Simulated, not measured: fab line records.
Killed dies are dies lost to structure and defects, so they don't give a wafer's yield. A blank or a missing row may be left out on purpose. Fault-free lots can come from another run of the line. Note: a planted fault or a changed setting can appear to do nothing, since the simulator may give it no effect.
A struck lot beside a sound one    flow sfqLine    15 steps out of a route of 325
Sound: these wafers, L891.1, L891.2, L891.4. Struck: wafers L900.2, L900.3, L900.5. The cause is named last.
For every step that has rows: the tool of each side, followed by ch and its chambers, followed by its first start. Under that, the readings that differ: sound wafers    struck wafers    difference of the means    sigmas: that difference in standard deviations of wafers without a fault.
alike: words and numbers the same on both sides, and readings whose means are apart by under 2 such deviations; not compared: readings that were withheld, readings missing a value for some wafer, numbers with overlapping values and no deviation given by the record, and bounds like >300 which may hide the same value.
The two part at a step that has a row with sigmas, a row that says differs or no value, or rows on one side only. Numbers that have no deviation but don't overlap get no sigmas and don't part them. A reading that every wafer of one side lacks parts them only if that side has two wafers or more.

first, 1 step without rows for these wafers: SFQ_TRILAYER_M0_STRIP_SOLV_CLEAN_026 (cleans in NMP, time 600 s).
SFQ_TRILAYER_I0_DEP_PECVD_027: deposits SiO2 from SiH4/N2O, time 111.11 s, target thk 500 nm.
  sound on pecvd-01 ch 1,2, day 10 11:41; struck on pecvd-01 ch 0,1, day 13 00:23
  alike: heaterPowerW, throttleValvePct
SFQ_TRILAYER_I0_CMP_CMP_028: polishes SiO2.
  sound on cmp-02 ch 0,2,3, day 10 23:49; struck on cmp-02 ch 0,1,3, day 13 01:52
  alike: motorCurrentA, timeToEndpointS
SFQ_I0_BOW_MEAS_907:
  sound on filmMetro-02, day 11 02:49; struck on filmMetro-02, day 13 04:53
  alike: I0_BOW
SFQ_TRILAYER_I0_METRO_MEASURE_029:
  sound on filmMetro-02, day 11 02:56; struck on filmMetro-02, day 13 05:11
  alike: thkNm
then, 6 steps without rows for these wafers: SFQ_TRILAYER_I0_VIA_LITHO_COAT_036 (resist thk 62 nm); SFQ_TRILAYER_I0_VIA_LITHO_COAT_031 (resist thk 650 nm); SFQ_TRILAYER_I0_VIA_LITHO_SOFTBAKE_035; SFQ_TRILAYER_I0_VIA_LITHO_EXPOSE_032 (exposes mask I0, target cd 500 nm); SFQ_TRILAYER_I0_VIA_LITHO_PEB_034 (peb time 60 s); SFQ_TRILAYER_I0_VIA_LITHO_DEVELOP_033 (time 60 s).
-- the record jumps here: 6 days lie between the struck wafers' starts before and after --
SFQ_I0_OVL_MEAS_908:
  sound on overlay-02, day 15 23:44; struck on overlay-01, day 19 00:59
  alike: I0_OVL
SFQ_TRILAYER_I0_VIA_BARC_OPEN_VIA_ETCH_046: etches BARC in O2, target depth 125 nm, time 41.7 s.
  sound on rieDiel-01 ch 0,2,3, day 15 23:46; struck on rieDiel-01 ch 0,1,3, day 19 01:01
reading                                                 sound            struck             difference  sigmas
model.KrF_of_TRILAYER_I0_VIA_LITHO_COAT_031.thkNm (nm)  572.6 572 572.5  579.8 579.7 579.8  +7.4        
  alike: drypumpMotorCurrentA, oesProductAu
  not compared: rfHoursCounterH
SFQ_TRILAYER_I0_VIA_ETCH_VIA_ETCH_034: etches SiO2 in CHF3, stops on Nb, target depth 260 nm.
  sound on rieDiel-01 ch 0,2,3, day 15 23:48; struck on rieDiel-01 ch 0,1,3, day 19 01:04
reading                                                 sound          struck             difference  sigmas
model.KrF_of_TRILAYER_I0_VIA_LITHO_COAT_031.thkNm (nm)  528 528 527.9  536.4 535.7 536.1  +8.1        
  alike: drypumpMotorCurrentA, oesProductAu
SFQ_TRILAYER_I0_VIA_STRIP_STRIP_035: strips in O2.
  sound on rieMetal-04 ch 0, day 15 23:55; struck on rieMetal-02 ch 1, day 19 01:10
  alike: drypumpMotorCurrentA, oesProductAu
  not compared: rfHoursCounterH

== WHERE THEY PART ==
Nowhere in this record.

WHY: what had been put in by the simulator
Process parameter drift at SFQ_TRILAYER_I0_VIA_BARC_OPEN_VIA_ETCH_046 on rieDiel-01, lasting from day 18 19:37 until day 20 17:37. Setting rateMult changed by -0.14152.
